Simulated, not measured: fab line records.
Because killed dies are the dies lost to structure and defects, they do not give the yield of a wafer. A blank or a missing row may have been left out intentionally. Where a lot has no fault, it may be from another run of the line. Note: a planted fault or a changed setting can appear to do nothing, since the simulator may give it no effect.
Which tool was responsible? || flow gf180mcu || 12 lots with 36 wafers sampled at 6 steps, on a route of 602 steps

== WHAT THE GAUGES SHOWED, per wafer ==
GF_VT_IMPLANT_OVL_MEAS_29. Usual: for VT_IMPLANT_02_OVL the level is -0.3 nm and the standard deviation is 1.6.
{"lot": "L932", "measured": "day 7 02:18", "on": "overlay-01", "VT_IMPLANT_02_OVL (nm)": "0.8 2.1 0.8", "flag": ""}
{"lot": "L935", "measured": "day 7 20:45", "on": "overlay-01", "VT_IMPLANT_02_OVL (nm)": "-0.9 0.4 1.0", "flag": ""}
{"lot": "L936", "measured": "day 8 10:43", "on": "overlay-02", "VT_IMPLANT_02_OVL (nm)": "- - -", "flag": "OFF"}
{"lot": "L944", "measured": "day 10 07:41", "on": "overlay-02", "VT_IMPLANT_02_OVL (nm)": "0.2 0.5 1.0", "flag": ""}
{"lot": "L945", "measured": "day 10 17:32", "on": "overlay-01", "VT_IMPLANT_02_OVL (nm)": "-3.2 -2.9 -2.6", "flag": ""}
{"lot": "L946", "measured": "day 10 23:14", "on": "overlay-02", "VT_IMPLANT_02_OVL (nm)": "0.6 -1.1 0.0", "flag": ""}
{"lot": "L948", "measured": "day 11 11:01", "on": "overlay-01", "VT_IMPLANT_02_OVL (nm)": "-0.5 0.2 0.4", "flag": ""}
{"lot": "L949", "measured": "day 11 14:52", "on": "overlay-01", "VT_IMPLANT_02_OVL (nm)": "2.0 2.2 0.9", "flag": ""}
{"lot": "L950", "measured": "day 11 22:40", "on": "overlay-01", "VT_IMPLANT_02_OVL (nm)": "-0.4 0.4 -0.6", "flag": ""}
{"lot": "L952", "measured": "day 12 16:25", "on": "overlay-02", "VT_IMPLANT_02_OVL (nm)": "-0.1 -1.6 0.1", "flag": ""}
{"lot": "L953", "measured": "day 12 20:29", "on": "overlay-02", "VT_IMPLANT_02_OVL (nm)": "0.4 0.6 1.3", "flag": ""}
{"lot": "L954", "measured": "day 13 00:34", "on": "overlay-01", "VT_IMPLANT_02_OVL (nm)": "0.4 0.5 -0.6", "flag": ""}

GF_VT_IMPLANT_TW_MEAS_32. Usual: for VT_IMPLANT_3_TW the level is 269 and the standard deviation is 3.9.
{"lot": "L932", "measured": "day 7 02:35", "on": "filmMetro-01", "VT_IMPLANT_3_TW": "268 265 266", "flag": ""}
{"lot": "L935", "measured": "day 7 21:02", "on": "filmMetro-01", "VT_IMPLANT_3_TW": "265 266 265", "flag": ""}
{"lot": "L936", "measured": "day 8 11:00", "on": "filmMetro-02", "VT_IMPLANT_3_TW": "30 30 30", "flag": "OFF"}
{"lot": "L944", "measured": "day 10 07:58", "on": "filmMetro-01", "VT_IMPLANT_3_TW": "267 265 266", "flag": ""}
{"lot": "L945", "measured": "day 10 17:50", "on": "filmMetro-03", "VT_IMPLANT_3_TW": "273 273 275", "flag": ""}
{"lot": "L946", "measured": "day 10 23:31", "on": "filmMetro-02", "VT_IMPLANT_3_TW": "267 268 267", "flag": ""}
{"lot": "L948", "measured": "day 11 11:18", "on": "filmMetro-03", "VT_IMPLANT_3_TW": "274 275 273", "flag": ""}
{"lot": "L949", "measured": "day 11 15:09", "on": "filmMetro-02", "VT_IMPLANT_3_TW": "264 267 264", "flag": ""}
{"lot": "L950", "measured": "day 11 22:57", "on": "filmMetro-01", "VT_IMPLANT_3_TW": "265 266 266", "flag": ""}
{"lot": "L952", "measured": "day 12 16:42", "on": "filmMetro-03", "VT_IMPLANT_3_TW": "271 273 272", "flag": ""}
{"lot": "L953", "measured": "day 12 20:46", "on": "filmMetro-03", "VT_IMPLANT_3_TW": "272 272 272", "flag": ""}
{"lot": "L954", "measured": "day 13 00:51", "on": "filmMetro-02", "VT_IMPLANT_3_TW": "266 267 267", "flag": ""}

GF_V3_OVL_MEAS_15. Usual: for V3_OVL the level is 4 nm and the standard deviation is 4.8.
{"lot": "L932", "measured": "day 22 22:37", "on": "overlay-02", "V3_OVL (nm)": "1 9 3", "flag": ""}
{"lot": "L935", "measured": "day 23 20:41", "on": "overlay-02", "V3_OVL (nm)": "2 4 0", "flag": ""}
{"lot": "L944", "measured": "day 27 02:22", "on": "overlay-01", "V3_OVL (nm)": "11 7 3", "flag": ""}
{"lot": "L945", "measured": "day 27 05:35", "on": "overlay-01", "V3_OVL (nm)": "10 4 12", "flag": ""}
{"lot": "L946", "measured": "day 27 11:22", "on": "overlay-01", "V3_OVL (nm)": "4 7 3", "flag": ""}
{"lot": "L948", "measured": "day 28 02:01", "on": "overlay-01", "V3_OVL (nm)": "0 -3 5", "flag": ""}
{"lot": "L949", "measured": "day 28 06:04", "on": "overlay-01", "V3_OVL (nm)": "1 -3 0", "flag": ""}
{"lot": "L950", "measured": "day 28 14:01", "on": "overlay-01", "V3_OVL (nm)": "9 8 5", "flag": ""}
{"lot": "L952", "measured": "day 29 05:48", "on": "overlay-01", "V3_OVL (nm)": "10 4 5", "flag": ""}
{"lot": "L953", "measured": "day 29 07:18", "on": "overlay-01", "V3_OVL (nm)": "0 -4 2", "flag": ""}
{"lot": "L954", "measured": "day 29 11:50", "on": "overlay-02", "V3_OVL (nm)": "11 7 2", "flag": ""}

== WHICH TOOL RAN EACH LOT (tool, then ch and the chambers of the sampled wafers, then the start) ==
{"lot": "L932", "GF_VT_IMPLANT_EXPOSE_26": "ilineStepper-01 ch 0, day 6 19:07", "GF_M1_STRIP_17": "plasmaAsher-01 ch 0,1, day 17 16:12", "GF_M3_SPUTTER_02": "pvdSputter-02, day 20 21:38"}
{"lot": "L935", "GF_VT_IMPLANT_EXPOSE_26": "ilineStepper-01 ch 0, day 7 12:58", "GF_M1_STRIP_17": "plasmaAsher-01 ch 0,1, day 18 16:46", "GF_M3_SPUTTER_02": "pvdSputter-01, day 21 21:47"}
{"lot": "L936", "GF_VT_IMPLANT_EXPOSE_26": "ilineStepper-01 ch 0, day 8 03:05", "GF_M1_STRIP_17": "-", "GF_M3_SPUTTER_02": "-"}
{"lot": "L944", "GF_VT_IMPLANT_EXPOSE_26": "ilineStepper-01 ch 0, day 9 23:29", "GF_M1_STRIP_17": "plasmaAsher-01 ch 0,1, day 22 01:03", "GF_M3_SPUTTER_02": "pvdSputter-01, day 25 07:10"}
{"lot": "L945", "GF_VT_IMPLANT_EXPOSE_26": "ilineStepper-01 ch 0, day 10 08:10", "GF_M1_STRIP_17": "plasmaAsher-02 ch 0,1, day 22 09:15", "GF_M3_SPUTTER_02": "pvdSputter-02, day 25 10:55"}
{"lot": "L946", "GF_VT_IMPLANT_EXPOSE_26": "ilineStepper-01 ch 0, day 10 14:20", "GF_M1_STRIP_17": "plasmaAsher-03 ch 0,1, day 22 17:07", "GF_M3_SPUTTER_02": "pvdSputter-02, day 25 16:49"}
{"lot": "L948", "GF_VT_IMPLANT_EXPOSE_26": "ilineStepper-02 ch 0, day 11 01:47", "GF_M1_STRIP_17": "plasmaAsher-03 ch 0,1, day 23 09:44", "GF_M3_SPUTTER_02": "pvdSputter-02, day 26 08:19"}
{"lot": "L949", "GF_VT_IMPLANT_EXPOSE_26": "ilineStepper-01 ch 0, day 11 05:43", "GF_M1_STRIP_17": "plasmaAsher-01 ch 0,1, day 23 14:05", "GF_M3_SPUTTER_02": "pvdSputter-01, day 26 12:05"}
{"lot": "L950", "GF_VT_IMPLANT_EXPOSE_26": "ilineStepper-01 ch 0, day 11 13:35", "GF_M1_STRIP_17": "plasmaAsher-01 ch 0,1, day 23 22:23", "GF_M3_SPUTTER_02": "pvdSputter-01, day 26 20:02"}
{"lot": "L952", "GF_VT_IMPLANT_EXPOSE_26": "ilineStepper-02 ch 0, day 12 07:09", "GF_M1_STRIP_17": "plasmaAsher-03 ch 0,1, day 24 15:14", "GF_M3_SPUTTER_02": "pvdSputter-02, day 27 12:30"}
{"lot": "L953", "GF_VT_IMPLANT_EXPOSE_26": "ilineStepper-01 ch 0, day 12 11:13", "GF_M1_STRIP_17": "plasmaAsher-03 ch 0,1, day 24 16:48", "GF_M3_SPUTTER_02": "pvdSputter-01, day 27 14:08"}
{"lot": "L954", "GF_VT_IMPLANT_EXPOSE_26": "ilineStepper-02 ch 0, day 12 14:39", "GF_M1_STRIP_17": "plasmaAsher-03 ch 0,1, day 24 23:02", "GF_M3_SPUTTER_02": "pvdSputter-04, day 27 18:46"}
- GF_VT_IMPLANT_EXPOSE_26: exposes mask LVPWELL HV AREA, target cd 860 nm.
- GF_M1_STRIP_17: strips in O2/N2.
- GF_M3_SPUTTER_02: material AlCu, target thk 450 nm, time 23.9 s.

== AS READ BY THE TOOLS THEMSELVES (means over the sampled wafers that have a number; for cases with no such wafer, the mark the record gives instead) ==
GF_VT_IMPLANT_EXPOSE_26. Usual: focusOffsetNm reads 0.0 nm (standard deviation 0.59).
{"lot": "L932", "tool": "ilineStepper-01", "focusOffsetNm (nm)": -0.5, "flag": ""}
{"lot": "L935", "tool": "ilineStepper-01", "focusOffsetNm (nm)": -0.7, "flag": ""}
{"lot": "L936", "tool": "ilineStepper-01", "focusOffsetNm (nm)": 0.6, "flag": ""}
{"lot": "L944", "tool": "ilineStepper-01", "focusOffsetNm (nm)": 0.0, "flag": ""}
{"lot": "L945", "tool": "ilineStepper-01", "focusOffsetNm (nm)": 0.3, "flag": ""}
{"lot": "L946", "tool": "ilineStepper-01", "focusOffsetNm (nm)": 0.4, "flag": ""}
{"lot": "L948", "tool": "ilineStepper-02", "focusOffsetNm (nm)": 0.4, "flag": ""}
{"lot": "L949", "tool": "ilineStepper-01", "focusOffsetNm (nm)": -0.1, "flag": ""}
{"lot": "L950", "tool": "ilineStepper-01", "focusOffsetNm (nm)": 0.6, "flag": ""}
{"lot": "L952", "tool": "ilineStepper-02", "focusOffsetNm (nm)": 0.1, "flag": ""}
{"lot": "L953", "tool": "ilineStepper-01", "focusOffsetNm (nm)": -0.6, "flag": ""}
{"lot": "L954", "tool": "ilineStepper-02", "focusOffsetNm (nm)": -0.7, "flag": ""}

GF_M1_STRIP_17. Usual: drypumpMotorCurrentA 5.8 A, standard deviation 0.52; heaterPowerW 340 W, standard deviation 26; oesProductAu 0.557 a.u., standard deviation 0.0046; stripTimeToEndpointS 7.86 s, standard deviation 0.04.
{"lot": "L932", "tool": "plasmaAsher-01", "drypumpMotorCurrentA (A)": 6.1, "heaterPowerW (W)": 324, "oesProductAu (a.u.)": 0.559, "stripTimeToEndpointS (s)": 7.86, "flag": ""}
{"lot": "L935", "tool": "plasmaAsher-01", "drypumpMotorCurrentA (A)": 6.1, "heaterPowerW (W)": 327, "oesProductAu (a.u.)": 0.555, "stripTimeToEndpointS (s)": 7.81, "flag": ""}
{"lot": "L944", "tool": "plasmaAsher-01", "drypumpMotorCurrentA (A)": 5.6, "heaterPowerW (W)": 322, "oesProductAu (a.u.)": 0.558, "stripTimeToEndpointS (s)": 7.92, "flag": ""}
{"lot": "L945", "tool": "plasmaAsher-02", "drypumpMotorCurrentA (A)": 5.6, "heaterPowerW (W)": 313, "oesProductAu (a.u.)": 0.558, "stripTimeToEndpointS (s)": 7.82, "flag": ""}
{"lot": "L946", "tool": "plasmaAsher-03", "drypumpMotorCurrentA (A)": 5.7, "heaterPowerW (W)": 355, "oesProductAu (a.u.)": 0.557, "stripTimeToEndpointS (s)": 7.85, "flag": ""}
{"lot": "L948", "tool": "plasmaAsher-03", "drypumpMotorCurrentA (A)": 5.9, "heaterPowerW (W)": 376, "oesProductAu (a.u.)": 0.557, "stripTimeToEndpointS (s)": 7.88, "flag": ""}
{"lot": "L949", "tool": "plasmaAsher-01", "drypumpMotorCurrentA (A)": 6.1, "heaterPowerW (W)": 325, "oesProductAu (a.u.)": 0.557, "stripTimeToEndpointS (s)": 7.83, "flag": ""}
{"lot": "L950", "tool": "plasmaAsher-01", "drypumpMotorCurrentA (A)": 6.1, "heaterPowerW (W)": 323, "oesProductAu (a.u.)": 0.552, "stripTimeToEndpointS (s)": 7.85, "flag": ""}
{"lot": "L952", "tool": "plasmaAsher-03", "drypumpMotorCurrentA (A)": 5.7, "heaterPowerW (W)": 356, "oesProductAu (a.u.)": 0.551, "stripTimeToEndpointS (s)": 7.81, "flag": ""}
{"lot": "L953", "tool": "plasmaAsher-03", "drypumpMotorCurrentA (A)": 5.7, "heaterPowerW (W)": 352, "oesProductAu (a.u.)": 0.560, "stripTimeToEndpointS (s)": 7.88, "flag": ""}
{"lot": "L954", "tool": "plasmaAsher-03", "drypumpMotorCurrentA (A)": 5.7, "heaterPowerW (W)": 360, "oesProductAu (a.u.)": 0.560, "stripTimeToEndpointS (s)": 7.86, "flag": ""}

GF_M3_SPUTTER_02. Usual: throttleValvePct reads 29.5 % (standard deviation 0.99).
{"lot": "L932", "tool": "pvdSputter-02", "throttleValvePct (%)": 28.6, "flag": ""}
{"lot": "L935", "tool": "pvdSputter-01", "throttleValvePct (%)": 30.7, "flag": ""}
{"lot": "L944", "tool": "pvdSputter-01", "throttleValvePct (%)": 30.2, "flag": ""}
{"lot": "L945", "tool": "pvdSputter-02", "throttleValvePct (%)": 28.8, "flag": ""}
{"lot": "L946", "tool": "pvdSputter-02", "throttleValvePct (%)": 29.3, "flag": ""}
{"lot": "L948", "tool": "pvdSputter-02", "throttleValvePct (%)": 29.1, "flag": ""}
{"lot": "L949", "tool": "pvdSputter-01", "throttleValvePct (%)": 30.0, "flag": ""}
{"lot": "L950", "tool": "pvdSputter-01", "throttleValvePct (%)": 30.0, "flag": ""}
{"lot": "L952", "tool": "pvdSputter-02", "throttleValvePct (%)": 28.9, "flag": ""}
{"lot": "L953", "tool": "pvdSputter-01", "throttleValvePct (%)": 30.5, "flag": ""}
{"lot": "L954", "tool": "pvdSputter-04", "throttleValvePct (%)": 29.2, "flag": ""}

== THE ANSWER, worked out from the rows above alone ==
Rule: take the mean of a lot's wafers that have a number; if it is more than 3 standard deviations from the usual mean, the lot is off. Also off: a lot with no number at a reading for which 4 or more lots have one. The other lots that the step has rows for count as sound. Order of review: gauges by route order, followed by the tools' own readings, for which a lot's mean as printed above is used. The first step at which some lot is off is used, and at that step the reading that is off furthest; a lot without a number counts as furthest.
Off: L936, seen at GF_VT_IMPLANT_OVL_MEAS_29 (VT_IMPLANT_02_OVL). Without a number there: L936.
A tool fits if, at a process step before that reading, it ran every lot that is off, and no sound lot after the first of them. The gauges at GF_VT_IMPLANT_OVL_MEAS_29 aren't tried: what is off there is off at GF_VT_IMPLANT_TW_MEAS_32 too, on other tools, and a gauge's error can't cause that. No candidate that was tried fits.

== WHAT WAS PUT IN BY THE SIMULATOR ==
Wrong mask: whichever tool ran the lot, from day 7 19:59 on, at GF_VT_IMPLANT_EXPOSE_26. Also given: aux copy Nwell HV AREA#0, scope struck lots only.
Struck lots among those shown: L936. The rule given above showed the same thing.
